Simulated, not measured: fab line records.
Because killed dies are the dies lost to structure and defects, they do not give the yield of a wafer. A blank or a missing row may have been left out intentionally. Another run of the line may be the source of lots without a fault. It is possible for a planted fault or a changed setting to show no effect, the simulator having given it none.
Chamber matching :: flow sky130 :: SKY_PASSIVATION_CVD_00 on pecvd-03: 3 sister chambers
The step deposits SiO2, target thk 90 nm. 22 wafers are shown with their chamber, then 11 later ones without.

== WAFERS WITH THEIR CHAMBER ==
wafer: L075.1
chamber: 1
heater_power_w (W): 574

wafer: L075.3
chamber: 2
heater_power_w (W): 662

wafer: L075.5
chamber: 0
heater_power_w (W): 500

wafer: L077.1
chamber: 0
heater_power_w (W): 496

wafer: L077.2
chamber: 1
heater_power_w (W): 637

wafer: L077.3
chamber: 2
heater_power_w (W): 694

wafer: L077.4
chamber: 1
heater_power_w (W): 630

wafer: L077.5
chamber: 2
heater_power_w (W): 710

wafer: L077.6
chamber: 0
heater_power_w (W): 505

wafer: L079.1
chamber: 0
heater_power_w (W): 506

wafer: L079.2
chamber: 2
heater_power_w (W): 707

wafer: L079.5
chamber: 2
heater_power_w (W): 714

wafer: L080.1
chamber: 1
heater_power_w (W): 546

wafer: L080.3
chamber: 0
heater_power_w (W): 596

wafer: L080.4
chamber: 0
heater_power_w (W): 591

wafer: L084.1
chamber: 0
heater_power_w (W): 513

wafer: L084.2
chamber: 1
heater_power_w (W): 622

wafer: L084.3
chamber: 2
heater_power_w (W): 721

wafer: L084.4
chamber: 0
heater_power_w (W): 518

wafer: L084.5
chamber: 1
heater_power_w (W): 641

wafer: L084.6
chamber: 2
heater_power_w (W): 718

wafer: L090.3
chamber: 2
heater_power_w (W): 707

SIGNATURES (averages over the wafers above)
reading: heater_power_w
chamber 0: 528.12
chamber 1: 608.33
chamber 2: 704.12
scatter within a chamber: 33.9
Rule: distance of a wafer from a chamber = root of the sum over the readings of ((wafer's reading minus chamber's mean) / reading's scatter) squared. If the next closest chamber is less than 2 further off than the closest, the wafer can't be placed; otherwise it belongs to the closest. The scatter: the root of (the sum of the squares of (reading less its chamber's mean) over the shown wafers, divided by (wafers less chambers)).

== WAFERS WITHOUT THEIR CHAMBER ==
wafer: L090.5
heater_power_w (W): 715

wafer: L090.6
heater_power_w (W): 556

wafer: L091.1
heater_power_w (W): 565

wafer: L091.4
heater_power_w (W): 685

wafer: L091.6
heater_power_w (W): 569

wafer: L094.1
heater_power_w (W): 567

wafer: L094.2
heater_power_w (W): 585

wafer: L094.5
heater_power_w (W): 574

wafer: L096.2
heater_power_w (W): 594

wafer: L096.4
heater_power_w (W): 601

wafer: L096.5
heater_power_w (W): 578

== CHAMBER TAKEN BY EACH ==
wafer: L090.5
from the rows above: 2
in truth: 2

wafer: L090.6
from the rows above: can't be placed: 0 or 1
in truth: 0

wafer: L091.1
from the rows above: can't be placed: 0 or 1
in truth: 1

wafer: L091.4
from the rows above: can't be placed: 2 or 1
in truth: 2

wafer: L091.6
from the rows above: can't be placed: 1 or 0
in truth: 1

wafer: L094.1
from the rows above: can't be placed: 0 or 1
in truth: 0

wafer: L094.2
from the rows above: can't be placed: 1 or 0
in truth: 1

wafer: L094.5
from the rows above: can't be placed: 1 or 0
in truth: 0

wafer: L096.2
from the rows above: can't be placed: 1 or 0
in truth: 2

wafer: L096.4
from the rows above: can't be placed: 1 or 0
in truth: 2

wafer: L096.5
from the rows above: can't be placed: 1 or 0
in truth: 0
Correctly placed: 1 of 11. From these rows, 10 cannot be placed; in 8 the true chamber is one of the candidates. Wrongly placed: 0.
